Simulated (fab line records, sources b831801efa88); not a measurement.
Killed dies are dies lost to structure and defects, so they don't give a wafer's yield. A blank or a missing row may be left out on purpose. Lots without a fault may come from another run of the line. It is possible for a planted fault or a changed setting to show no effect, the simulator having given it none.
fab line records	flow sky130
[record] lots = 15	wafers = 45	last_day = 51
route steps=708 shown VIA1@474 METAL2@503 VIA2@509
lots that met no fault: taken from a fault-free run of the same line
start_h: start of the lot's first displayed wafer, in hours after the record's first day	wait_h: time in hours since the lot's previous step	" unchanged from the row above	L1.1+2: a single row standing in for several wafers	- no value, or no start given	* or withheld: withheld	< > ~ a bound
route shown NAME@n: names a module that has steps shown in the file, with the first one's number in the route	usual: mean/standard deviation of fault-free wafers	same: alike in all rows	chamber/n: place in a boat	sites: readings site by site	_std_site: the values' standard deviation	_edge_site: inner sites' mean taken away from outer sites' mean	radius_mm: how far each site lies from the wafer's centre	mask NAME#n: copy n	behind: the last tool/chamber to shape the wafer	hold: why the lot was held/for how many hours/how that ended	device: whichever transistor did not switch (one of n, p or np)	end of line: the same wafers' tests at the end of the route	for a step that has no rows: nothing shown but its recipe	killed: at the first sort, the dies lost to defects and structure; wafer yield is something else	map: dies across one wafer; x = killed, . = not, _ = none there
set.NAME: the setting the step ran with; set.NAME@STEP: the setting that earlier step ran with	model.NAME: the simulator's own value behind a step, which no gauge read
the route's steps for a sample of lots (tables are steps, rows are wafers)
services: a tool's chamber out of use, with start hour (start_h, from the record's first day; less than 0 if before it), hours out, and reason
[[steps]]
[step SKY_VIA1_STRIP_16]
[recipe] chemistry = O2/N2	power_w = 1400	pressure_mtorr = 1500	platen_temp_c = withheld	o2_flow_sccm = 3000	n2_flow_sccm = 300	overash_fraction = 0.5
[usual] drypump_motor_current_A = 5.73/0.25	oes_product_au = 0.415/0.0046	strip_time_to_endpoint_s = 4.462/0.022
lot.wafer	tool	chamber	start_h	wait_h	drypump_motor_current_A	oes_product_au	rf_hours_counter_h	strip_time_to_endpoint_s
L197.2	plasma_asher-03	0	823.49	0.0	5.86	0.414	41	4.486
L197.4	"	0	"	"	5.85	0.413	-	4.462
L197.5	"	1	"	"	5.20	0.412	-	4.454
L198.3	plasma_asher-04	0	827.64	0.1	6.06	0.414	-	4.460
L198.5	"	0	"	"	6.03	0.419	-	4.460
L198.6	"	1	"	"	5.80	0.416	-	4.467
L200.1	plasma_asher-04	1	850.69	0.0	5.77	0.409	73	4.487
L200.5	"	0	"	"	6.02	0.414	-	4.456
L200.6	"	1	"	"	5.76	0.412	-	4.478
L201.4	plasma_asher-01	0	855.17	0.1	5.57	0.409	-	4.452
L201.5	"	1	"	"	5.72	0.412	-	4.463
L201.6	"	0	"	"	5.59	0.415	-	4.454
L202.2	plasma_asher-01	1	857.39	0.0	5.79	0.411	10	4.469
L202.5	"	0	"	"	5.58	0.414	-	4.461
L202.6	"	1	"	"	5.80	0.419	-	4.473
L204.4	plasma_asher-01	1	882.07	0.1	5.74	0.415	-	4.441
L204.5	"	0	"	"	5.56	0.416	-	4.490
L204.6	"	1	"	"	5.76	0.409	-	4.442
L205.2	plasma_asher-03	1	883.78	0.0	5.21	0.409	46	4.438
L205.4	"	1	"	"	5.22	0.418	-	4.476
L205.6	"	1	"	"	5.21	0.401	-	4.471
L209.1	plasma_asher-04	0	913.89	0.0	6.03	0.418	81	4.495
L209.3	"	0	"	"	6.02	0.407	-	4.485
L209.5	"	1	"	"	5.77	0.422	-	4.483
L213.4	plasma_asher-04	0	937.27	0.1	6.02	0.413	-	4.446
L213.5	"	1	"	"	5.75	0.420	-	4.459
L213.6	"	0	"	"	5.99	0.416	-	4.451
L214.2	plasma_asher-03	1	943.86	0.0	5.21	0.414	53	4.474
L214.3	"	1	"	"	5.20	0.417	-	4.454
L214.6	"	1	"	"	5.17	0.412	-	4.473
L215.4	plasma_asher-01	1	944.55	0.1	5.74	0.415	-	4.428
L215.5	"	0	"	"	5.57	0.425	-	4.460
L215.6	"	1	"	"	5.73	0.413	-	4.432
L217.3	plasma_asher-03	1	962.29	0.1	5.21	0.418	-	4.448
L217.5	"	0	"	"	5.83	0.412	-	4.418
L217.6	"	1	"	"	5.19	0.412	-	4.435
L218.1	plasma_asher-03	0	975.46	0.0	5.84	0.416	57	4.451
L218.4	"	0	"	"	5.83	0.409	-	4.433
L218.5	"	0	"	"	5.82	0.423	-	4.459
L219.2	plasma_asher-04	0	976.89	0.0	6.03	0.417	87	4.465
L219.4	"	1	"	"	5.77	0.418	-	4.482
L219.5	"	1	"	"	5.72	0.420	-	4.454
L220.2	plasma_asher-01	1	985.94	0.0	5.76	0.415	24	4.430
L220.5	"	1	"	"	5.74	0.410	-	4.475
L220.6	"	0	"	"	5.56	0.411	-	4.477
[step SKY_VIA1_SPUTTER_20]
[recipe] material = TiN	target_thk_nm = 20	chamber_pressure_pa = 5	power_w = 4000	time_s = 80
[usual] throttle_valve_pct = 30.0/0.73
[same] time_s = 80
lot.wafer	tool	chamber	start_h	wait_h	throttle_valve_pct
L197.2	pvd_sputter-03	-	824.08	0.0	31.0
L197.4	"	-	"	"	30.3
L197.5	"	-	"	"	29.7
L198.3	pvd_sputter-01	-	828.21	0.0	31.0
L198.5	"	-	"	"	28.6
L198.6	"	-	"	"	29.0
L200.1	pvd_sputter-03	-	851.32	0.0	29.4
L200.5	"	-	"	"	30.2
L200.6	"	-	"	"	29.6
L201.4	pvd_sputter-03	-	855.77	0.0	29.9
L201.5	"	-	"	"	29.9
L201.6	"	-	"	"	31.0
L202.2	pvd_sputter-01	-	857.98	0.0	31.2
L202.5	"	-	"	"	28.7
L202.6	"	-	"	"	29.1
L204.4	pvd_sputter-03	-	882.67	0.0	29.7
L204.5	"	-	"	"	30.8
L204.6	"	-	"	"	30.3
L205.2	pvd_sputter-02	-	884.42	0.0	30.1
L205.4	"	-	"	"	30.8
L205.6	"	-	"	"	30.9
L209.1	pvd_sputter-03	-	914.51	0.0	29.8
L209.3	"	-	"	"	30.0
L209.5	"	-	"	"	29.9
L213.4	pvd_sputter-01	-	937.89	0.0	28.6
L213.5	"	-	"	"	28.6
L213.6	"	-	"	"	28.4
L214.2	pvd_sputter-01	-	944.46	0.0	29.1
L214.3	"	-	"	"	28.7
L214.6	"	-	"	"	29.0
L215.4	pvd_sputter-03	-	945.11	0.0	29.8
L215.5	"	-	"	"	30.7
L215.6	"	-	"	"	30.0
L217.3	pvd_sputter-03	-	962.85	0.0	30.7
L217.5	"	-	"	"	30.1
L217.6	"	-	"	"	29.7
L218.1	pvd_sputter-03	-	976.06	0.0	29.5
L218.4	"	-	"	"	31.0
L218.5	"	-	"	"	29.4
L219.2	pvd_sputter-03	-	977.56	0.0	30.1
L219.4	"	-	"	"	30.1
L219.5	"	-	"	"	29.5
L220.2	pvd_sputter-02	-	986.54	0.0	30.0
L220.5	"	-	"	"	30.2
L220.6	"	-	"	"	29.6
[step SKY_METAL2_STRIP_20]
[recipe] chemistry = O2/N2	power_w = 1400	pressure_mtorr = 1500	platen_temp_c = withheld	o2_flow_sccm = 3000	n2_flow_sccm = 300	overash_fraction = 0.5
[usual] drypump_motor_current_A = 5.77/0.16	oes_product_au = 0.343/0.0042	strip_time_to_endpoint_s = 2.70/0.041
lot.wafer	tool	chamber	start_h	wait_h	drypump_motor_current_A	oes_product_au	rf_hours_counter_h	strip_time_to_endpoint_s
L197.2	plasma_asher-01	1	852.76	0.1	5.74	0.342	9	2.71
L197.4	"	1	"	"	5.76	0.345	-	2.70
L197.5	"	1	"	"	5.77	0.341	-	2.69
L198.3	plasma_asher-01	1	856.84	0.1	5.75	0.350	-	2.68
L198.5	"	0	"	"	5.57	0.338	-	2.71
L198.6	"	1	"	"	5.72	0.339	-	2.71
L200.1	plasma_asher-02	0	879.13	0.1	5.97	0.345	107	2.75
L200.5	"	0	"	"	5.94	0.334	-	2.72
L200.6	"	1	"	"	5.68	0.340	-	2.73
L201.4	plasma_asher-01	0	883.88	0.1	5.58	0.343	-	2.68
L201.5	"	1	"	"	5.69	0.348	-	2.71
L201.6	"	0	"	"	5.58	0.348	-	2.67
L202.2	plasma_asher-04	0	885.73	0.1	6.03	0.340	78	2.63
L202.5	"	0	"	"	6.03	0.351	-	2.77
L202.6	"	1	"	"	5.76	0.341	-	2.63
L204.4	plasma_asher-01	0	910.52	0.1	5.56	0.346	-	2.71
L204.5	"	1	"	"	5.73	0.340	-	2.70
L204.6	"	0	"	"	5.57	0.347	-	2.74
L205.2	plasma_asher-01	0	911.78	0.1	5.57	0.346	16	2.61
L205.4	"	0	"	"	5.57	0.342	-	2.63
L205.6	"	0	"	"	5.58	0.346	-	2.78
L209.1	plasma_asher-02	0	940.85	0.1	5.95	0.340	112	2.69
L209.3	"	1	"	"	5.69	0.348	-	2.74
L209.5	"	1	"	"	5.68	0.339	-	2.70
L213.4	plasma_asher-04	1	963.38	0.1	5.77	0.346	-	2.74
L213.5	"	0	"	"	6.07	0.349	-	2.70
L213.6	"	1	"	"	5.79	0.344	-	2.73
L214.2	plasma_asher-01	0	970.83	0.1	5.58	0.346	22	2.72
L214.3	"	1	"	"	5.73	0.351	-	2.70
L214.6	"	1	"	"	5.72	0.347	-	2.71
L215.4	plasma_asher-04	0	971.64	0.1	6.03	0.348	-	2.73
L215.5	"	0	"	"	6.05	0.343	-	2.69
L215.6	"	1	"	"	5.74	0.347	-	2.68
L217.3	plasma_asher-04	0	988.09	0.1	6.04	0.339	-	2.67
L217.5	"	0	"	"	6.02	0.333	-	2.68
L217.6	"	1	"	"	5.78	0.346	-	2.71
L218.1	plasma_asher-01	0	1001.06	0.1	5.57	0.343	25	2.62
L218.4	"	0	"	"	5.56	0.351	-	2.77
L218.5	"	0	"	"	5.55	0.339	-	2.64
L219.2	plasma_asher-02	0	1002.13	0.1	5.96	0.347	118	2.72
L219.4	"	1	"	"	5.71	0.348	-	2.70
L219.5	"	1	"	"	5.75	0.346	-	2.69
L220.2	plasma_asher-01	1	1012.38	0.1	5.72	0.347	26	2.72
L220.5	"	1	"	"	5.75	0.349	-	2.72
L220.6	"	0	"	"	5.57	0.348	-	2.70
[step SKY_VIA2_CMP_02]
[recipe] material = SiO2	down_force_psi = 4	platen_rpm = 60	pad_velocity_m_s = 0.94248
[usual] edge_zone_pressure_frac = 1.000/0.0054	head_pressure_psi = 3.999/0.0088	motor_current_A = 12.1/1.4	slurry_flow_ml_min = 150.0/0.46
lot.wafer	tool	chamber	start_h	wait_h	edge_zone_pressure_frac	head_pressure_psi	motor_current_A	slurry_flow_ml_min
L197.4	cmp-01	2	853.64	0.1	0.999	3.977	12.4	150.2
L197.2	"	3	"	"	1.000	4.005	12.6	150.0
L197.5	"	0	"	"	1.000	4.002	9.8	149.9
L198.3	cmp-02	1	857.69	0.1	0.998	3.995	11.2	149.3
L198.5	"	3	"	"	1.004	3.998	11.2	149.9
L198.6	"	0	"	"	0.995	3.996	11.5	150.6
L200.1	cmp-02	2	879.92	0.1	0.996	4.004	14.7	149.7
L200.5	"	2	"	"	1.005	3.991	14.2	150.1
L200.6	"	3	"	"	0.998	3.995	11.7	151.3
L201.4	cmp-01	1	884.73	0.1	0.995	4.002	10.7	149.5
L201.6	"	3	"	"	0.996	4.012	12.5	149.4
L201.5	"	0	"	"	1.001	3.996	9.9	150.5
L202.2	cmp-01	1	886.71	0.1	1.007	4.015	11.1	150.0
L202.6	"	3	"	"	0.998	4.010	12.6	149.5
L202.5	"	0	"	"	1.000	4.014	9.8	149.5
L204.4	cmp-01	1	911.36	0.1	0.997	4.004	10.9	150.5
L204.5	"	3	"	"	0.992	3.996	12.9	149.2
L204.6	"	0	"	"	0.991	4.010	9.6	150.0
L205.4	cmp-02	1	913.17	0.6	1.001	3.992	10.8	150.3
L205.2	"	2	"	"	1.002	3.994	14.1	149.6
L205.6	"	3	"	"	1.004	4.002	12.2	150.1
L209.3	cmp-02	3	941.68	0.1	1.008	3.986	11.7	150.1
L209.1	"	1	"	"	1.000	3.993	11.1	149.9
L209.5	"	2	"	"	1.001	4.008	14.8	149.6
L213.4	cmp-02	2	964.20	0.1	-	-	-	-
L213.5	"	2	"	"	-	-	-	-
L213.6	"	3	"	"	-	-	-	-
L214.2	cmp-02	2	971.61	0.0	-	-	-	-
L214.3	"	3	"	"	-	-	-	-
L214.6	"	3	"	"	-	-	-	-
L215.4	cmp-02	1	972.54	0.2	-	-	-	-
L215.6	"	2	"	"	-	-	-	-
L215.5	"	3	"	"	-	-	-	-
L217.3	cmp-02	1	989.03	0.2	1.007	4.002	11.1	149.4
L217.5	"	2	"	"	1.001	4.006	14.3	149.3
L217.6	"	3	"	"	1.000	3.998	11.7	150.0
L218.1	cmp-02	1	1001.84	0.1	1.000	4.014	11.5	149.6
L218.4	"	3	"	"	1.002	3.980	12.6	149.2
L218.5	"	1	"	"	0.999	4.010	11.0	150.8
L219.4	cmp-02	1	1002.91	0.0	0.994	4.006	11.7	150.0
L219.2	"	0	"	"	0.992	4.008	11.9	151.1
L219.5	"	2	"	"	0.993	3.994	14.5	150.6
L220.2	cmp-01	0	1013.31	0.2	0.996	3.991	9.3	150.2
L220.5	"	1	"	"	1.013	3.990	11.6	150.0
L220.6	"	2	"	"	1.004	4.005	12.8	149.8
[step SKY_VIA2_BOW_MEAS_03]
[recipe] mode = bow
[usual] VIA2_BOW = 86/6.6
lot.wafer	tool	chamber	start_h	wait_h	VIA2_BOW[um]
L197.2	film_metro-02	-	853.86	0.1	91
L197.4	"	-	"	"	82
L197.5	"	-	"	"	100
L198.3	film_metro-03	-	857.95	0.2	85
L198.5	"	-	"	"	88
L198.6	"	-	"	"	85
L200.1	film_metro-04	-	880.22	0.2	84
L200.5	"	-	"	"	84
L200.6	"	-	"	"	93
L201.4	film_metro-02	-	884.99	0.2	78
L201.5	"	-	"	"	76
L201.6	"	-	"	"	85
L202.2	film_metro-03	-	886.93	0.2	93
L202.5	"	-	"	"	79
L202.6	"	-	"	"	85
L204.4	film_metro-03	-	911.62	0.2	96
L204.5	"	-	"	"	98
L204.6	"	-	"	"	85
L205.2	film_metro-03	-	913.39	0.1	87
L205.4	"	-	"	"	76
L205.6	"	-	"	"	75
L209.1	film_metro-04	-	941.93	0.1	77
L209.3	"	-	"	"	88
L209.5	"	-	"	"	80
L213.4	film_metro-04	-	964.56	0.3	116
L213.5	"	-	"	"	121
L213.6	"	-	"	"	114
L214.2	film_metro-03	-	971.93	0.3	122
L214.3	"	-	"	"	123
L214.6	"	-	"	"	139
L215.4	film_metro-03	-	972.75	0.2	111
L215.5	"	-	"	"	129
L215.6	"	-	"	"	115
L217.3	film_metro-04	-	989.22	0.1	86
L217.5	"	-	"	"	86
L217.6	"	-	"	"	83
L218.1	film_metro-02	-	1002.14	0.2	80
L218.4	"	-	"	"	83
L218.5	"	-	"	"	79
L219.2	film_metro-03	-	1003.23	0.1	89
L219.4	"	-	"	"	79
L219.5	"	-	"	"	80
L220.2	film_metro-04	-	1013.48	0.1	88
L220.5	"	-	"	"	88
L220.6	"	-	"	"	95
[step SKY_VIA2_ETCH_15]
[recipe] target = SiO2	chemistry = C4F8/O2/Ar	target_depth_nm = 546	stop_on = TiN	mask_material = KrF-thick	source_w = 1500	bias_w = 1200	pressure_mtorr = 40	c4f8_flow_sccm = withheld	O2_flow_sccm = 6	Ar_flow_sccm = 300	time_s = 84
[usual] oes_product_au = 0.939/0.0052
[same] time_s = 84
lot.wafer	tool	chamber	start_h	wait_h	oes_product_au	rf_hours_counter_h
L197.2	rie_diel-02	1	880.86	0.0	0.940	9
L197.4	"	0	"	"	0.943	25
L197.5	"	0	"	"	0.940	-
L198.3	rie_diel-03	3	884.66	0.0	0.943	6
L198.5	"	3	"	"	0.944	-
L198.6	"	2	"	"	0.932	-
L200.1	rie_diel-03	1	906.11	0.0	0.941	13
L200.5	"	2	"	"	0.943	-
L200.6	"	3	"	"	0.944	-
L201.4	rie_diel-04	1	911.86	0.0	0.936	27
L201.5	"	1	"	"	0.943	-
L201.6	"	0	"	"	0.942	-
L202.2	rie_diel-04	3	913.96	0.0	0.939	18
L202.5	"	1	"	"	0.924	-
L202.6	"	2	"	"	0.936	-
L204.4	rie_diel-03	0	937.27	0.0	0.933	9
L204.5	"	1	"	"	0.942	-
L204.6	"	2	"	"	0.942	-
L205.2	rie_diel-03	1	939.71	0.0	0.944	14
L205.4	"	1	"	"	0.933	-
L205.6	"	3	"	"	0.945	-
L209.1	rie_diel-02	3	968.06	0.0	0.935	12
L209.3	"	1	"	"	0.934	12
L209.5	"	0	"	"	0.944	-
L213.4	rie_diel-03	1	989.21	0.0	1.640	15
L213.5	"	2	"	"	1.594	-
L213.6	"	1	"	"	1.629	-
L214.2	rie_diel-02	0	996.46	0.0	1.615	1
L214.3	"	3	"	"	1.653	13
L214.6	"	2	"	"	1.607	-
L215.4	rie_diel-03	3	997.91	0.0	1.618	9
L215.5	"	1	"	"	1.642	-
L215.6	"	0	"	"	1.624	-
L217.3	rie_diel-04	0	1013.89	0.0	0.942	14
L217.5	"	2	"	"	0.937	-
L217.6	"	3	"	"	0.933	-
L218.1	rie_diel-04	1	1025.81	0.0	0.936	30
L218.4	"	3	"	"	0.944	22
L218.5	"	2	"	"	0.931	-
L219.2	rie_diel-03	1	1027.11	0.0	0.945	16
L219.4	"	3	"	"	0.937	10
L219.5	"	2	"	"	0.938	-
L220.2	rie_diel-02	3	1038.12	0.0	0.938	14
L220.5	"	0	"	"	0.935	-
L220.6	"	1	"	"	0.932	-
[[services]]
tool	chamber	start_h	hours	kind
cmp-01	-	803.26	7.1	pm
plasma_asher-01	-	820.74	14.6	pm
cmp-01	-	827.94	0.5	repair
plasma_asher-03	-	828.14	3.8	repair
rie_diel-02	3	841.46	3.8	repair
cmp-02	-	846.00	7.3	repair
plasma_asher-03	-	855.61	7.6	repair
cmp-02	-	864.95	0.7	repair
cmp-01	-	881.07	3.2	repair
plasma_asher-03	-	908.00	0.4	repair
cmp-01	-	912.25	4.0	pm
cmp-02	-	916.84	1.1	repair
plasma_asher-04	-	923.14	3.5	repair
rie_diel-03	-	928.22	0.3	repair
rie_diel-03	0	938.88	2.1	repair
rie_diel-03	-	950.06	0.2	repair
cmp-01	-	958.86	54.0	repair
cmp-01	-	990.65	1.9	repair
cmp-02	-	990.74	0.5	repair
pvd_sputter-03	-	991.61	0.9	repair
cmp-01	-	1005.47	5.3	repair
plasma_asher-04	-	1014.03	1.7	repair
cmp-02	-	1026.96	4.4	pm
cmp-01	-	1032.28	0.5	repair
[[key]]
[first_sign] step = SKY_VIA2_CMP_02	reading = tool_record	direction = missing
[effect] step = SKY_VIA2_BOW_MEAS_03	reading = VIA2_BOW	direction = up	sigmas = 5.3	usual = 86	struck = 121
[effect] step = SKY_VIA2_ETCH_15	reading = oes_product_au	direction = up	sigmas = 99+	usual = 0.939	struck = 1.625
met_at SKY_VIA2_CMP_02
struck_lots L213,L214,L215
later_rows_left_out L213.4,L213.5,L213.6,L214.2,L214.3,L214.6,L215.4,L215.5,L215.6
sort_left_out L213.4,L213.5,L213.6,L214.2,L214.3,L214.6,L215.4,L215.5,L215.6
not_acting_at SKY_VIA1_STRIP_16,SKY_VIA1_SPUTTER_20,SKY_METAL2_STRIP_20
onset_between 941.68 964.20
[fault] kind = skipped_step_whole	tool = cmp-02	chamber = -	onset_h = 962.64	steps = SKY_VIA2_CMP_02	scope = struck_lots_only
// sort_left_out: the simulated sort isn't trusted on such a fault, so these wafers' sort isn't shown, and their yield isn't known
// later_rows_left_out: the simulator's readings of these wafers behind a module that went badly wrong aren't trusted and aren't shown, but for the sort
